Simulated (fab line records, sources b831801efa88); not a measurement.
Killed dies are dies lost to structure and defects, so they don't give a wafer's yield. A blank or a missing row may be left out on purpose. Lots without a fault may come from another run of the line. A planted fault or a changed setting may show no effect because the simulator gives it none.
Problem report in the 8D (eight disciplines) form, filled by code | flow gf180mcu | the parts of the form that need people (team, actions taken, sign-off) are left out

1. THE PROBLEM
time_to_endpoint_s at GF_STI_CMP_25 reads a mean of 248 s on 6 wafers of 2 lots; wafers without a fault read 123 s with a standard deviation of 4.3. That is +29 standard deviations from the usual mean.
The step: polishes, stops on Si3N4, t overpolish 33 s, target thk 524.6 nm.
First seen on wafer L982.1, day 5 19:12, on cmp-02. The record holds 42 wafers of 14 lots with a number at this step. Rule for "out", or "out of limits": more than 4 standard deviations from the usual mean. The other wafers with a number count as sound.

2. WHAT IT IS AND WHAT IT IS NOT
question                    | is                     | is not
which readings at this step | time_to_endpoint_s     | motor_current_A, slurry_flow_ml_min
which lots                  | L982, L983             | L965, L966, L967, L968, L969, L970, L971, L972, L973, L974, L985, L988
which wafers of those lots  | all that have a number | -
read on which tools         | cmp-02                 | cmp-01
when                        | from day 5 19:12       | up to then (30 sound wafers); but 6 sound wafers of L985, L988 came after

3. SUSPECTS, AND WHAT RULES EACH OUT
Counting: a tool at a process step up to the reading stays a suspect if it ran every lot that is out and no sound lot after the first of them.
- cmp-02 at GF_STI_CMP_25 (polishes, stops on Si3N4, t overpolish 33 s, target thk 524.6 nm): kept. It ran every lot that is out, first L982 (day 5 19:12), and no sound lot after that; its last sound lot up to then is L972 (day 3 15:45). Its own readings are out on those wafers: time_to_endpoint_s.
Left after counting: cmp-02 at GF_STI_CMP_25.

4. THE CAUSE (what the simulator had put in)
Process parameter drift: cmp-02, from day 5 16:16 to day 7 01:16, at GF_STI_CMP_25. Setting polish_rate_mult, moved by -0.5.
Counting left only this tool.

5. THE CHAIN OF EFFECTS, in route order
Each row: a reading whose mean over the struck wafers that have a number lies more than 3 standard deviations from the usual. Only readings for which the record gives a usual standard deviation are gone through. hours: the time from each lot's start at the first step in this table that gives one to its start at this step, as a median over the lots. sigmas: the change in usual standard deviations.
hours | step          | reading            | usual | on struck wafers | change | sigmas
0     | GF_STI_CMP_25 | time_to_endpoint_s | 123 s | 248              | +125   | +29
The process steps in it:
- GF_STI_CMP_25: polishes, stops on Si3N4, t overpolish 33 s, target thk 524.6 nm.
Later measuring or inspecting steps at which every struck wafer that the step has a row for has a number for every such reading, and none has moved that far: GF_V2_CD_MEAS_14, GF_M4_THK_MEAS_06, GF_V4_OVL_MEAS_15.

6. WHAT WOULD HAVE CAUGHT IT SOONER
In this record the first reading out of limits was taken at day 5 19:12, 3 hours after the fault began at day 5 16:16.
